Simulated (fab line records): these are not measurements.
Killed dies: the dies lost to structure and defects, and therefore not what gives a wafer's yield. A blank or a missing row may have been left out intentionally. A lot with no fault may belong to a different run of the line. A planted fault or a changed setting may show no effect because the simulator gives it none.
A struck lot beside a sound one -- flow sky130 -- 17 steps out of a route of 708
Sound: the wafers L456.2, L456.3, L456.6. Struck: wafers L447.1, L447.3, L447.5. The cause is named last.
Order at every step that has rows: each side's tool, ch and its chambers, its first start. Under that, the readings that differ: sound wafers -- struck wafers -- difference of the means -- sigmas: that difference in standard deviations of wafers without a fault.
alike: a reading whose means differ by less than 2 such deviations, as well as words and numbers matching on both sides. not compared: withheld readings; readings where some wafer has no value; bounds like >300 that might hide an equal value; numbers whose values overlap and for which the record gives no deviation.
The two part at a step that has a row with sigmas, a row that says differs or no value, or rows on one side only. Non-overlapping numbers with no deviation appear without sigmas and do not part them. A reading missing from all wafers of one side parts the sides only when that side holds two or more wafers.

first, 1 step without rows for these wafers: SKY_VT_ADJUST_NCORE_IMPLANT_09.
SKY_VT_ADJUST_NCORE_STRIP_10: strips in O2/N2.
  sound on plasma asher-02 ch 0,1, day 15 14:28; struck on plasma asher-03 ch 0,1, day 12 20:58
  alike: drypump motor current A, oes product au, strip time to endpoint s
  not compared: rf hours counter h
SKY_VT_ADJUST_NCORE_TW_MEAS_11:
  struck on film metro-01, day 12 21:04; sound on film metro-01, day 15 14:35
  alike: VT_ADJUST_NCORE_TW
then, 7 steps without rows for these wafers: SKY_VT_ADJUST_HVTR_DEHYDRATE_00 (time 60 s); SKY_VT_ADJUST_HVTR_HMDS_01 (prime time 60 s); SKY_VT_ADJUST_HVTR_COAT_02 (resist thk 1140 nm); SKY_VT_ADJUST_HVTR_SOFTBAKE_03 (time 60 s); SKY_VT_ADJUST_HVTR_EXPOSE_04 (exposes mask HVTRM, target cd 380 nm); SKY_VT_ADJUST_HVTR_PEB_05; SKY_VT_ADJUST_HVTR_DEVELOP_06 (develop time 60 s).
SKY_VT_ADJUST_HVTR_CD_MEAS_07: the cd target is 380 nm.
  struck on cd sem-01, day 13 21:40; sound on cd sem-01, day 16 18:08
  alike: cd nm
SKY_VT_ADJUST_HVTR_OVL_MEAS_08:
  struck on overlay-01, day 13 21:47; sound on overlay-02, day 16 18:15
  alike: VT_ADJUST_HVTR_OVL
SKY_VT_ADJUST_HVTR_IMPLANT_09:
  sound on implanter-02 ch 0, day 16 18:18; struck on implanter-04 ch 0, day 13 21:49
reading,sound,struck,difference,sigmas
dose ions cm2,2.0977e+12 2.1038e+12 2.1012e+12,1.6788e+12 1.6782e+12 1.6804e+12,-4.2177e+11,-99 or more
faraday current uA,12.03 11.92 11.87,9.39 9.47 9.26,-2.57,-11
SKY_VT_ADJUST_HVTR_STRIP_10: strips in O2/N2.
  sound on plasma asher-02 ch 1, day 16 18:26; struck on plasma asher-04 ch 0,1, day 13 21:58
  alike: drypump motor current A, oes product au, strip time to endpoint s
  not compared: rf hours counter h
SKY_VT_ADJUST_HVTR_TW_MEAS_11:
  struck on film metro-02, day 13 22:04; sound on film metro-01, day 16 18:32
reading,sound,struck,difference,sigmas
VT_ADJUST_HVTR_TW,211.7 211.6 211.1,199.3 200.0 199.9,-11.7,-11
then, 1 step without rows for these wafers: SKY_VT_ADJUST_PCH_DEHYDRATE_00 (time 60 s).
-- here the record skips 35 days between the struck wafers' starts before and after, leaving off in module VT_ADJUST_PCH and picking up in module PAD_OPEN (first step shown: number 708 of the route) --
SKY_PAD_OPEN_PROBE_99:
  struck on prober-01, day 49 09:41; sound on prober-02, day 51 00:26
reading,sound,struck,difference,sigmas
model.etest.pfet_01v8_mvt.drive ua um,159.1 151.6 156.7,141.8 140.8 140.1,-14.9,
model.etest.pfet_01v8_mvt.off log10 a um,-10.4 -10.91 -10.58,-11.55 -11.38 -11.28,-0.77,
model.etest.pfet_01v8_mvt.vt sat v (V),-0.5505 -0.5831 -0.5617,-0.6189 -0.6221 -0.62,-0.0552,
model.etest.pfet_01v8_mvt.vt v (V),-0.6416 -0.6684 -0.6489,-0.6983 -0.6988 -0.6981,-0.0454,
model.etest.pfet_01v8_mvt.vt long v (V),-0.851 -0.8658 -0.852,-0.8994 -0.8952 -0.8939,-0.0399,
  alike: killed_at_M0_to_M3, killed_at_M4_up, killed at contacts, killed at front end, killed at other, killed dies, killed open, killed short

== WHERE THEY PART ==
Earliest at SKY_VT_ADJUST_HVTR_IMPLANT_09; latest, in this record, at SKY_VT_ADJUST_HVTR_TW_MEAS_11. Later steps at which nothing parts them and some readings are alike: SKY_PAD_OPEN_PROBE_99.

WHY: what had been put in by the simulator
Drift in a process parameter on implanter-04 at SKY_VT_ADJUST_HVTR_IMPLANT_09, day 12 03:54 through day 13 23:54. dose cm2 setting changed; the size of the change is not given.
